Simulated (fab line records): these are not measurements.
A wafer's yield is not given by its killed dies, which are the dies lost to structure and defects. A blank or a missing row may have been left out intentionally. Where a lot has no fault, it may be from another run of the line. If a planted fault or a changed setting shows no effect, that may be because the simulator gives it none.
Comparing a struck lot with a sound one / flow sky130 / 17 steps out of a route of 708
Sound: wafers L866.1, L866.2, L866.5. Wafers L872.2, L872.5, L872.6 were the ones struck. The cause comes at the end.
Order at every step that has rows: each side's tool, ch and its chambers, its first start. Under that, the readings that differ: sound wafers / struck wafers / difference of the means / sigmas: that difference in standard deviations of wafers without a fault.
alike: readings with means less than 2 such deviations apart, plus words and numbers identical on both sides. not compared: withheld readings, readings lacking a value on some wafer, bounds such as >300 that could conceal the same value, and numbers that have no deviation in the record and whose values overlap.
The two part at a step that has a row with sigmas, a row that says differs or no value, or rows on one side only. Numbers that have no deviation but don't overlap get no sigmas and don't part them. A reading missing from all wafers of one side parts the sides only when that side holds two or more wafers.

first, 5 steps without rows for these wafers: SKY_SD_N_COAT_02 (resist thk 1140 nm); SKY_SD_N_SOFTBAKE_03 (time 60 s); SKY_SD_N_EXPOSE_04 (exposes mask NSDM, target cd 380 nm); SKY_SD_N_PEB_05; SKY_SD_N_DEVELOP_06 (develop time 60 s).
SKY_SD_N_CD_MEAS_07 targets a cd of 380 nm.
  struck on cd_sem-02, day 33 15:51; sound on cd_sem-02, day 31 22:17
  alike: cd_nm
SKY_SD_N_OVL_MEAS_08:
  struck on overlay-01, day 33 15:58; sound on overlay-01, day 31 22:25
  alike: SD_N_OVL
then, 2 steps without rows for these wafers: SKY_SD_N_IMPLANT_09; SKY_SD_N_IMPLANT_10.
SKY_SD_N_STRIP_11: strips in O2/N2.
  sound on plasma_asher-02 ch 0,1, day 31 22:44; struck on plasma_asher-02 ch 0,1, day 33 16:17
  alike: drypump_motor_current_A, n2_flow_sccm, oes_product_au, strip_time_to_endpoint_s
  not compared: rf_hours_counter_h
SKY_SD_N_TW_MEAS_12:
  struck on film_metro-01, day 33 16:24; sound on film_metro-01, day 31 22:50
  alike: SD_N_TW
then, 1 step without rows for these wafers: SKY_SD_N_CLEAN_13 (cleans in SC1/SC2, time 150 s).
SKY_SD_N_RTA_14: time 2 s.
  sound on rtp_anneal-01 ch 0, day 31 22:57; struck on rtp_anneal-01 ch 0, day 33 16:31
reading=lamp_power_pct (%); sound=15.69 15.74 15.60; struck=14.86 15.03 14.96; difference=-0.73; sigmas=-14
  alike: wafer_temp_C_max
SKY_SD_N_RS_MEAS_16: the measuring method here is four-point-probe.
  struck on film_metro-04, day 33 16:41; sound on film_metro-02, day 31 23:08
reading=SD_N_RS (ohm/sq); sound=68.35 68.45 68.21; struck=72.35 72.40 72.29; difference=+4.01; sigmas=+36
SKY_SD_N_RS_MEAS_17: the measuring method here is four-point-probe.
  struck on film_metro-04, day 33 16:49; sound on film_metro-02, day 31 23:15
reading=SD_P_RS (ohm/sq); sound=146.3 146.7 146.6; struck=168.3 168.4 168.1; difference=+21.7; sigmas=+66
SKY_SD_N_RS_MEAS_18: the measuring method here is four-point-probe.
  struck on film_metro-04, day 33 16:56; sound on film_metro-02, day 31 23:22
  alike: RES_XHIGH_RS
-- here the record skips 16 days between the struck wafers' starts before and after, leaving off in module SD_N and picking up in module PAD_OPEN (first step shown: number 708 of the route) --
SKY_PAD_OPEN_PROBE_99:
  struck on prober-02, day 49 23:48; sound on prober-02, day 48 17:12
reading=model.etest.res_xhigh_po.line_ohm_um; sound=5676 5623 5831; struck=7185 7286 7796; difference=+1712; sigmas=
reading=model.etest.res_xhigh_po.rs_ohm_sq; sound=1986 1998 2056; struck=2488 2533 2671; difference=+551; sigmas=
reading=model.etest.pfet_01v8.r_on_ohm_um; sound=2950 2900 2869; struck=3190 3123 3159; difference=+251; sigmas=
reading=model.etest.tip_p.rs_ohm_sq; sound=6819 6820 6907; struck=7190 7197 7267; difference=+369; sigmas=
reading=model.etest.res_pdiff.line_ohm_um; sound=1320 1348 1371; struck=1555 1554 1510; difference=+193; sigmas=
reading=model.etest.res_high_po.line_ohm_um; sound=752 757.5 769.6; struck=919.9 923.3 951.5; difference=+171.9; sigmas=
reading=model.etest.licon_high_po.rc_ohm; sound=339.8 356.4 361.9; struck=462.7 490.9 504.1; difference=+133.2; sigmas=
  alike: killed_at_M0_to_M3, killed_at_M4_up, killed_at_contacts, killed_at_front_end, killed_at_other, killed_dies, killed_open, killed_short
  not compared: model.etest.pfet_g5v0d10v5.r_on_ohm_um

## WHERE THEY PART
At SKY_SD_N_RTA_14 first; at SKY_SD_N_RS_MEAS_17 last (within this record only). Later steps at which nothing parts them and some readings are alike: SKY_SD_N_RS_MEAS_18, SKY_PAD_OPEN_PROBE_99.

WHY: what the simulator had put in
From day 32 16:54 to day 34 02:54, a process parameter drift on rtp_anneal-01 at SKY_SD_N_RTA_14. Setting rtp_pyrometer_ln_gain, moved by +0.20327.
